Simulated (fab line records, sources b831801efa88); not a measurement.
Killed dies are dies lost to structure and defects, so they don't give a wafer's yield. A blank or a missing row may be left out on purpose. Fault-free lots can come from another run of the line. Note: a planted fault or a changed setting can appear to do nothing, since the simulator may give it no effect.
fab line records :: flow sky130 :: part 2 of 2: steps 31 to 43 of 43
record:
  lots: 5
  wafers: 15
  last_day: 51
route steps=708 shown POLY_GATE@205 RES_PROTECT@206 LDD_N@237
lots that met no fault: from a run of the same line without faults
start_h: hours from the record's opening day to when the first of the lot's shown wafers began :: wait_h: how many hours have passed since the lot's step before this one :: " as in the row above :: L1.1+2: one row covering several wafers at once :: - no value, or no start was given :: * or withheld: withheld :: < > ~ a bound
route shown NAME@n: NAME is a module with steps in the file, n the number in the route of the first one :: usual: mean/standard deviation taken from wafers without a fault :: same: alike in all rows :: chamber/n: place in a boat :: sites: per-site readings :: _std_site: the values' standard deviation :: _edge_site: the outer-site mean with the inner-site mean subtracted :: radius_mm: for every site, how far away it sits from the centre of the wafer :: mask NAME#n: copy n :: behind: the last tool/chamber to shape the wafer :: hold: cause of the lot's hold/its duration in hours/its outcome :: device: whichever transistor did not switch (one of n, p or np) :: end of line: the route-end tests of the same wafers :: where a step has no rows: the recipe by itself :: killed: dies that structure and defects cost at the first sort, which is not the same as the wafer's yield :: map: per-die view of a wafer (x killed, . not killed, _ where there is no die)
set.NAME: the setting the step ran with; set.NAME@STEP: the setting that earlier step ran with :: model.NAME: the simulator's own value behind a step, which no gauge read
lots seen at some steps along the route; tables by step, rows by wafer
services: when a tool's chamber went out of use (start_h, in hours from the record's first day, below 0 if earlier), for how many hours, and the reason
== steps ==
step: SKY_POLY_GATE_THK_MEAS_21
recipe:
  reads: SiO2_of_POLY_GATE_OXIDATION_20
usual:
  POLY_GATE_OXIDATION_THK: 3.98/0.085
lot.wafer: L075.2
tool: film_metro-03
chamber: -
start_h: 403.36
wait_h: 0.0
POLY_GATE_OXIDATION_THK[nm]: 4.01

lot.wafer: L075.3
tool: film_metro-03
chamber: -
start_h: 403.36
wait_h: 0.0
POLY_GATE_OXIDATION_THK[nm]: 3.99

lot.wafer: L075.6
tool: film_metro-03
chamber: -
start_h: 403.36
wait_h: 0.0
POLY_GATE_OXIDATION_THK[nm]: 4.05

lot.wafer: L082.1
tool: film_metro-02
chamber: -
start_h: 468.46
wait_h: 0.0
POLY_GATE_OXIDATION_THK[nm]: 3.98

lot.wafer: L082.2
tool: film_metro-02
chamber: -
start_h: 468.46
wait_h: 0.0
POLY_GATE_OXIDATION_THK[nm]: 3.96

lot.wafer: L082.5
tool: film_metro-02
chamber: -
start_h: 468.46
wait_h: 0.0
POLY_GATE_OXIDATION_THK[nm]: 4.01

lot.wafer: L083.1
tool: film_metro-03
chamber: -
start_h: 475.76
wait_h: 0.0
POLY_GATE_OXIDATION_THK[nm]: 3.94

lot.wafer: L083.2
tool: film_metro-03
chamber: -
start_h: 475.76
wait_h: 0.0
POLY_GATE_OXIDATION_THK[nm]: 3.97

lot.wafer: L083.3
tool: film_metro-03
chamber: -
start_h: 475.76
wait_h: 0.0
POLY_GATE_OXIDATION_THK[nm]: 4.00

lot.wafer: L091.1
tool: film_metro-02
chamber: -
start_h: 548.81
wait_h: 0.0
POLY_GATE_OXIDATION_THK[nm]: 4.09

lot.wafer: L091.5
tool: film_metro-02
chamber: -
start_h: 548.81
wait_h: 0.0
POLY_GATE_OXIDATION_THK[nm]: 4.06

lot.wafer: L091.6
tool: film_metro-02
chamber: -
start_h: 548.81
wait_h: 0.0
POLY_GATE_OXIDATION_THK[nm]: 4.08

lot.wafer: L095.1
tool: film_metro-01
chamber: -
start_h: 572.14
wait_h: 0.0
POLY_GATE_OXIDATION_THK[nm]: 4.06

lot.wafer: L095.2
tool: film_metro-01
chamber: -
start_h: 572.14
wait_h: 0.0
POLY_GATE_OXIDATION_THK[nm]: 4.05

lot.wafer: L095.3
tool: film_metro-01
chamber: -
start_h: 572.14
wait_h: 0.0
POLY_GATE_OXIDATION_THK[nm]: 4.16
step: SKY_POLY_GATE_CD_MEAS_22
usual:
  cd_nm: 149.8/2.1
lot.wafer: L075.2
tool: cd_sem-02
chamber: -
start_h: 403.44
wait_h: 0.1
cd_nm: 152.0

lot.wafer: L075.3
tool: cd_sem-02
chamber: -
start_h: 403.44
wait_h: 0.1
cd_nm: 149.3

lot.wafer: L075.6
tool: cd_sem-02
chamber: -
start_h: 403.44
wait_h: 0.1
cd_nm: 149.4

lot.wafer: L082.1
tool: cd_sem-02
chamber: -
start_h: 468.52
wait_h: 0.1
cd_nm: 147.9

lot.wafer: L082.2
tool: cd_sem-02
chamber: -
start_h: 468.52
wait_h: 0.1
cd_nm: 150.4

lot.wafer: L082.5
tool: cd_sem-02
chamber: -
start_h: 468.52
wait_h: 0.1
cd_nm: 150.7

lot.wafer: L083.1
tool: cd_sem-01
chamber: -
start_h: 475.82
wait_h: 0.1
cd_nm: 148.2

lot.wafer: L083.2
tool: cd_sem-01
chamber: -
start_h: 475.82
wait_h: 0.1
cd_nm: 152.0

lot.wafer: L083.3
tool: cd_sem-01
chamber: -
start_h: 475.82
wait_h: 0.1
cd_nm: 149.6

lot.wafer: L091.1
tool: cd_sem-01
chamber: -
start_h: 548.87
wait_h: 0.1
cd_nm: 149.1

lot.wafer: L091.5
tool: cd_sem-01
chamber: -
start_h: 548.87
wait_h: 0.1
cd_nm: 149.2

lot.wafer: L091.6
tool: cd_sem-01
chamber: -
start_h: 548.87
wait_h: 0.1
cd_nm: 147.0

lot.wafer: L095.1
tool: cd_sem-02
chamber: -
start_h: 572.20
wait_h: 0.1
cd_nm: 151.3

lot.wafer: L095.2
tool: cd_sem-02
chamber: -
start_h: 572.20
wait_h: 0.1
cd_nm: 151.7

lot.wafer: L095.3
tool: cd_sem-02
chamber: -
start_h: 572.20
wait_h: 0.1
cd_nm: 147.5
step: SKY_LDD_N_DEHYDRATE_00
recipe:
  temp_c: 200
  time_s: 60
lot.wafer: L075.2+3+6
tool: litho_track-02
chamber: 0
start_h: 418.03
wait_h: 14.6

lot.wafer: L082.1+2+5
tool: litho_track-01
chamber: 0
start_h: 483.44
wait_h: 14.9

lot.wafer: L083.1+2+3
tool: litho_track-04
chamber: 0
start_h: 490.78
wait_h: 14.9

lot.wafer: L091.1+5+6
tool: litho_track-02
chamber: 0
start_h: 564.25
wait_h: 15.4

lot.wafer: L095.1+2+3
tool: litho_track-02
chamber: 0
start_h: 587.25
wait_h: 15.0
step: SKY_LDD_N_HMDS_01
recipe:
  prime_time_s: 60
  prime_temp_c: 120
lot.wafer: L075.2+3+6
tool: litho_track-02
chamber: 0
start_h: 418.18
wait_h: 0.1

lot.wafer: L082.1+2+5
tool: litho_track-01
chamber: 0
start_h: 483.59
wait_h: 0.1

lot.wafer: L083.1+2+3
tool: litho_track-04
chamber: 0
start_h: 490.93
wait_h: 0.1

lot.wafer: L091.1+5+6
tool: litho_track-02
chamber: 0
start_h: 564.40
wait_h: 0.1

lot.wafer: L095.1+2+3
tool: litho_track-02
chamber: 0
start_h: 587.40
wait_h: 0.1
step: SKY_LDD_N_COAT_02
recipe:
  resist: NOVOLAK
  spin_rpm: 3000
  resist_thk_nm: 300
lot.wafer: L075.2+3+6
tool: litho_track-02
chamber: 0
start_h: 418.33
wait_h: 0.1

lot.wafer: L082.1+2+5
tool: litho_track-01
chamber: 0
start_h: 483.74
wait_h: 0.1

lot.wafer: L083.1+2+3
tool: litho_track-04
chamber: 0
start_h: 491.08
wait_h: 0.1

lot.wafer: L091.1+5+6
tool: litho_track-02
chamber: 0
start_h: 564.55
wait_h: 0.1

lot.wafer: L095.1+2+3
tool: litho_track-02
chamber: 0
start_h: 587.55
wait_h: 0.1
step: SKY_LDD_N_SOFTBAKE_03
recipe:
  temp_c: 90
  time_s: 60
  resist: NOVOLAK
lot.wafer: L075.2+3+6
tool: litho_track-02
chamber: 0
start_h: 418.48
wait_h: 0.1

lot.wafer: L082.1+2+5
tool: litho_track-01
chamber: 0
start_h: 483.89
wait_h: 0.1

lot.wafer: L083.1+2+3
tool: litho_track-04
chamber: 0
start_h: 491.23
wait_h: 0.1

lot.wafer: L091.1+5+6
tool: litho_track-02
chamber: 0
start_h: 564.70
wait_h: 0.1

lot.wafer: L095.1+2+3
tool: litho_track-02
chamber: 0
start_h: 587.70
wait_h: 0.1
step: SKY_LDD_N_EXPOSE_04
recipe:
  mask_id: NTM
  target_cd_nm: 840
  na: 0.6
  source_shape: conventional
  sigma_outer: 0.6
  dose_mj: 110
usual:
  reticle_temp_C: 23.00/0.099
lot.wafer: L075.2
tool: iline_stepper-02
chamber: 0
start_h: -
wait_h: -
mask: NTM#0
reticle_temp_C: 23.03

lot.wafer: L075.3
tool: iline_stepper-02
chamber: 0
start_h: -
wait_h: -
mask: NTM#0
reticle_temp_C: 22.86

lot.wafer: L075.6
tool: iline_stepper-02
chamber: 0
start_h: -
wait_h: -
mask: NTM#0
reticle_temp_C: 23.04

lot.wafer: L082.1
tool: iline_stepper-01
chamber: 0
start_h: -
wait_h: -
mask: NTM#0
reticle_temp_C: 23.01

lot.wafer: L082.2
tool: iline_stepper-01
chamber: 0
start_h: -
wait_h: -
mask: NTM#0
reticle_temp_C: 22.85

lot.wafer: L082.5
tool: iline_stepper-01
chamber: 0
start_h: -
wait_h: -
mask: NTM#0
reticle_temp_C: 22.79

lot.wafer: L083.1
tool: iline_stepper-01
chamber: 0
start_h: -
wait_h: -
mask: NTM#0
reticle_temp_C: 23.12

lot.wafer: L083.2
tool: iline_stepper-01
chamber: 0
start_h: -
wait_h: -
mask: NTM#0
reticle_temp_C: 22.78

lot.wafer: L083.3
tool: iline_stepper-01
chamber: 0
start_h: -
wait_h: -
mask: NTM#0
reticle_temp_C: 22.90

lot.wafer: L091.1
tool: iline_stepper-02
chamber: 0
start_h: -
wait_h: -
mask: NTM#0
reticle_temp_C: 23.21

lot.wafer: L091.5
tool: iline_stepper-02
chamber: 0
start_h: -
wait_h: -
mask: NTM#0
reticle_temp_C: 23.16

lot.wafer: L091.6
tool: iline_stepper-02
chamber: 0
start_h: -
wait_h: -
mask: NTM#0
reticle_temp_C: 23.05

lot.wafer: L095.1
tool: iline_stepper-02
chamber: 0
start_h: -
wait_h: -
mask: NTM#0
reticle_temp_C: 23.06

lot.wafer: L095.2
tool: iline_stepper-02
chamber: 0
start_h: -
wait_h: -
mask: NTM#0
reticle_temp_C: 22.98

lot.wafer: L095.3
tool: iline_stepper-02
chamber: 0
start_h: -
wait_h: -
mask: NTM#0
reticle_temp_C: 23.17
step: SKY_LDD_N_PEB_05
recipe:
  temp_c: withheld
  time_s: *
  resist: NOVOLAK
lot.wafer: L075.2+3+6
tool: litho_track-01
chamber: 0
start_h: -
wait_h: -

lot.wafer: L082.1+2+5
tool: litho_track-04
chamber: 0
start_h: -
wait_h: -

lot.wafer: L083.1+2+3
tool: litho_track-04
chamber: 0
start_h: -
wait_h: -

lot.wafer: L091.1+5+6
tool: litho_track-02
chamber: 0
start_h: -
wait_h: -

lot.wafer: L095.1+2+3
tool: litho_track-02
chamber: 0
start_h: -
wait_h: -
step: SKY_LDD_N_DEVELOP_06
recipe:
  develop_time_s: 60
  dev_temp_c: 23
lot.wafer: L075.2+3+6
tool: litho_track-01
chamber: 0
start_h: 433.72
wait_h: 0.1

lot.wafer: L082.1+2+5
tool: litho_track-04
chamber: 0
start_h: 499.43
wait_h: 0.1

lot.wafer: L083.1+2+3
tool: litho_track-04
chamber: 0
start_h: 506.18
wait_h: 0.1

lot.wafer: L091.1+5+6
tool: litho_track-02
chamber: 0
start_h: 580.20
wait_h: 0.1

lot.wafer: L095.1+2+3
tool: litho_track-02
chamber: 0
start_h: 602.50
wait_h: 0.1
step: SKY_LDD_N_OVL_MEAS_07
usual:
  LDD_N_OVL: 0.8/1.5
lot.wafer: L075.2
tool: overlay-01
chamber: -
start_h: 433.85
wait_h: 0.1
LDD_N_OVL[nm]: 0.5

lot.wafer: L075.3
tool: overlay-01
chamber: -
start_h: 433.85
wait_h: 0.1
LDD_N_OVL[nm]: -0.5

lot.wafer: L075.6
tool: overlay-01
chamber: -
start_h: 433.85
wait_h: 0.1
LDD_N_OVL[nm]: -1.3

lot.wafer: L082.1
tool: overlay-01
chamber: -
start_h: 499.58
wait_h: 0.1
LDD_N_OVL[nm]: -2.5

lot.wafer: L082.2
tool: overlay-01
chamber: -
start_h: 499.58
wait_h: 0.1
LDD_N_OVL[nm]: -0.6

lot.wafer: L082.5
tool: overlay-01
chamber: -
start_h: 499.58
wait_h: 0.1
LDD_N_OVL[nm]: 0.0

lot.wafer: L083.1
tool: overlay-02
chamber: -
start_h: 506.33
wait_h: 0.1
LDD_N_OVL[nm]: 0.7

lot.wafer: L083.2
tool: overlay-02
chamber: -
start_h: 506.33
wait_h: 0.1
LDD_N_OVL[nm]: 2.0

lot.wafer: L083.3
tool: overlay-02
chamber: -
start_h: 506.33
wait_h: 0.1
LDD_N_OVL[nm]: 3.3

lot.wafer: L091.1
tool: overlay-01
chamber: -
start_h: 580.35
wait_h: 0.1
LDD_N_OVL[nm]: 0.6

lot.wafer: L091.5
tool: overlay-01
chamber: -
start_h: 580.35
wait_h: 0.1
LDD_N_OVL[nm]: -0.7

lot.wafer: L091.6
tool: overlay-01
chamber: -
start_h: 580.35
wait_h: 0.1
LDD_N_OVL[nm]: 0.0

lot.wafer: L095.1
tool: overlay-01
chamber: -
start_h: 602.65
wait_h: 0.1
LDD_N_OVL[nm]: -0.1

lot.wafer: L095.2
tool: overlay-01
chamber: -
start_h: 602.65
wait_h: 0.1
LDD_N_OVL[nm]: 1.2

lot.wafer: L095.3
tool: overlay-01
chamber: -
start_h: 602.65
wait_h: 0.1
LDD_N_OVL[nm]: 1.8
step: SKY_LDD_N_IMPLANT_08
recipe:
  species: As
  energy_kev: 20
  dose_cm2: 7.5e+13
  tilt_deg: withheld
  rotation_deg: 23
usual:
  faraday_current_uA: 422/8.9
lot.wafer: L075.2
tool: implanter-03
chamber: 0
start_h: 433.91
wait_h: 0.0
faraday_current_uA: 417

lot.wafer: L075.3
tool: implanter-03
chamber: 0
start_h: 433.91
wait_h: 0.0
faraday_current_uA: 424

lot.wafer: L075.6
tool: implanter-03
chamber: 0
start_h: 433.91
wait_h: 0.0
faraday_current_uA: 415

lot.wafer: L082.1
tool: implanter-01
chamber: 0
start_h: 499.62
wait_h: 0.0
faraday_current_uA: 432

lot.wafer: L082.2
tool: implanter-01
chamber: 0
start_h: 499.62
wait_h: 0.0
faraday_current_uA: 414

lot.wafer: L082.5
tool: implanter-01
chamber: 0
start_h: 499.62
wait_h: 0.0
faraday_current_uA: 417

lot.wafer: L083.1
tool: implanter-03
chamber: 0
start_h: 506.37
wait_h: 0.0
faraday_current_uA: 417

lot.wafer: L083.2
tool: implanter-03
chamber: 0
start_h: 506.37
wait_h: 0.0
faraday_current_uA: 423

lot.wafer: L083.3
tool: implanter-03
chamber: 0
start_h: 506.37
wait_h: 0.0
faraday_current_uA: 399

lot.wafer: L091.1
tool: implanter-03
chamber: 0
start_h: 580.39
wait_h: 0.0
faraday_current_uA: 410

lot.wafer: L091.5
tool: implanter-03
chamber: 0
start_h: 580.39
wait_h: 0.0
faraday_current_uA: 433

lot.wafer: L091.6
tool: implanter-03
chamber: 0
start_h: 580.39
wait_h: 0.0
faraday_current_uA: 424

lot.wafer: L095.1
tool: implanter-04
chamber: 0
start_h: 602.69
wait_h: 0.0
faraday_current_uA: 407

lot.wafer: L095.2
tool: implanter-04
chamber: 0
start_h: 602.69
wait_h: 0.0
faraday_current_uA: 428

lot.wafer: L095.3
tool: implanter-04
chamber: 0
start_h: 602.69
wait_h: 0.0
faraday_current_uA: 418
step: SKY_LDD_N_IMPLANT_09
recipe:
  species: As
  energy_kev: 20
  dose_cm2: 7.5e+13
  tilt_deg: withheld
  rotation_deg: 113
usual:
  faraday_current_uA: 423/7.3
lot.wafer: L075.2
tool: implanter-03
chamber: 0
start_h: 434.06
wait_h: 0.1
faraday_current_uA: 423

lot.wafer: L075.3
tool: implanter-03
chamber: 0
start_h: 434.06
wait_h: 0.1
faraday_current_uA: 425

lot.wafer: L075.6
tool: implanter-03
chamber: 0
start_h: 434.06
wait_h: 0.1
faraday_current_uA: 413

lot.wafer: L082.1
tool: implanter-01
chamber: 0
start_h: 499.77
wait_h: 0.1
faraday_current_uA: 410

lot.wafer: L082.2
tool: implanter-01
chamber: 0
start_h: 499.77
wait_h: 0.1
faraday_current_uA: 429

lot.wafer: L082.5
tool: implanter-01
chamber: 0
start_h: 499.77
wait_h: 0.1
faraday_current_uA: 412

lot.wafer: L083.1
tool: implanter-03
chamber: 0
start_h: 506.52
wait_h: 0.1
faraday_current_uA: 429

lot.wafer: L083.2
tool: implanter-03
chamber: 0
start_h: 506.52
wait_h: 0.1
faraday_current_uA: 427

lot.wafer: L083.3
tool: implanter-03
chamber: 0
start_h: 506.52
wait_h: 0.1
faraday_current_uA: 415

lot.wafer: L091.1
tool: implanter-03
chamber: 0
start_h: 580.54
wait_h: 0.1
faraday_current_uA: 417

lot.wafer: L091.5
tool: implanter-03
chamber: 0
start_h: 580.54
wait_h: 0.1
faraday_current_uA: 420

lot.wafer: L091.6
tool: implanter-03
chamber: 0
start_h: 580.54
wait_h: 0.1
faraday_current_uA: 414

lot.wafer: L095.1
tool: implanter-04
chamber: 0
start_h: 602.84
wait_h: 0.1
faraday_current_uA: 417

lot.wafer: L095.2
tool: implanter-04
chamber: 0
start_h: 602.84
wait_h: 0.1
faraday_current_uA: 431

lot.wafer: L095.3
tool: implanter-04
chamber: 0
start_h: 602.84
wait_h: 0.1
faraday_current_uA: 425
step: SKY_LDD_N_IMPLANT_10
recipe:
  species: As
  energy_kev: 20
  dose_cm2: 7.5e+13
  tilt_deg: withheld
  rotation_deg: 203
usual:
  faraday_current_uA: 422/8.1
lot.wafer: L075.2
tool: implanter-03
chamber: 0
start_h: 434.21
wait_h: 0.1
faraday_current_uA: 429

lot.wafer: L075.3
tool: implanter-03
chamber: 0
start_h: 434.21
wait_h: 0.1
faraday_current_uA: 422

lot.wafer: L075.6
tool: implanter-03
chamber: 0
start_h: 434.21
wait_h: 0.1
faraday_current_uA: 428

lot.wafer: L082.1
tool: implanter-01
chamber: 0
start_h: 499.92
wait_h: 0.1
faraday_current_uA: 422

lot.wafer: L082.2
tool: implanter-01
chamber: 0
start_h: 499.92
wait_h: 0.1
faraday_current_uA: 427

lot.wafer: L082.5
tool: implanter-01
chamber: 0
start_h: 499.92
wait_h: 0.1
faraday_current_uA: 426

lot.wafer: L083.1
tool: implanter-03
chamber: 0
start_h: 506.67
wait_h: 0.1
faraday_current_uA: 420

lot.wafer: L083.2
tool: implanter-03
chamber: 0
start_h: 506.67
wait_h: 0.1
faraday_current_uA: 432

lot.wafer: L083.3
tool: implanter-03
chamber: 0
start_h: 506.67
wait_h: 0.1
faraday_current_uA: 406

lot.wafer: L091.1
tool: implanter-03
chamber: 0
start_h: 580.69
wait_h: 0.1
faraday_current_uA: 422

lot.wafer: L091.5
tool: implanter-03
chamber: 0
start_h: 580.69
wait_h: 0.1
faraday_current_uA: 408

lot.wafer: L091.6
tool: implanter-03
chamber: 0
start_h: 580.69
wait_h: 0.1
faraday_current_uA: 418

lot.wafer: L095.1
tool: implanter-04
chamber: 0
start_h: 602.99
wait_h: 0.1
faraday_current_uA: 421

lot.wafer: L095.2
tool: implanter-04
chamber: 0
start_h: 602.99
wait_h: 0.1
faraday_current_uA: 421

lot.wafer: L095.3
tool: implanter-04
chamber: 0
start_h: 602.99
wait_h: 0.1
faraday_current_uA: 432
== services ==
tool: krf_scanner-02
chamber: -
start_h: 329.07
hours: 0.8
kind: pm

tool: krf_scanner-02
chamber: -
start_h: 339.52
hours: 1.0
kind: pm

tool: implanter-01
chamber: -
start_h: 348.33
hours: 1.7
kind: repair

tool: krf_scanner-02
chamber: -
start_h: 358.55
hours: 6.2
kind: repair

tool: iline_stepper-02
chamber: -
start_h: 380.91
hours: 1.6
kind: repair

tool: krf_scanner-02
chamber: -
start_h: 381.46
hours: 1.3
kind: pm

tool: implanter-04
chamber: -
start_h: 383.49
hours: 8.5
kind: repair

tool: implanter-03
chamber: -
start_h: 388.51
hours: 3.7
kind: repair

tool: implanter-04
chamber: -
start_h: 392.29
hours: 6.4
kind: pm

tool: implanter-03
chamber: -
start_h: 403.80
hours: 1.5
kind: repair

tool: krf_scanner-02
chamber: -
start_h: 412.86
hours: 0.8
kind: repair

tool: krf_scanner-02
chamber: -
start_h: 419.84
hours: 1.0
kind: repair

tool: plasma_asher-01
chamber: -
start_h: 421.25
hours: 9.0
kind: pm

tool: implanter-01
chamber: -
start_h: 424.59
hours: 3.8
kind: repair

tool: implanter-03
chamber: -
start_h: 436.85
hours: 18.6
kind: repair

tool: implanter-03
chamber: -
start_h: 464.97
hours: 1.5
kind: repair

tool: implanter-04
chamber: -
start_h: 479.99
hours: 5.4
kind: pm

tool: implanter-04
chamber: -
start_h: 498.57
hours: 3.4
kind: repair

tool: implanter-03
chamber: -
start_h: 525.23
hours: 3.6
kind: repair

tool: iline_stepper-02
chamber: -
start_h: 525.82
hours: 1.7
kind: pm

tool: implanter-03
chamber: -
start_h: 532.37
hours: 7.5
kind: pm

tool: implanter-03
chamber: -
start_h: 552.41
hours: 1.8
kind: repair

tool: iline_stepper-02
chamber: -
start_h: 557.53
hours: 3.4
kind: repair

tool: implanter-03
chamber: -
start_h: 570.06
hours: 2.1
kind: repair
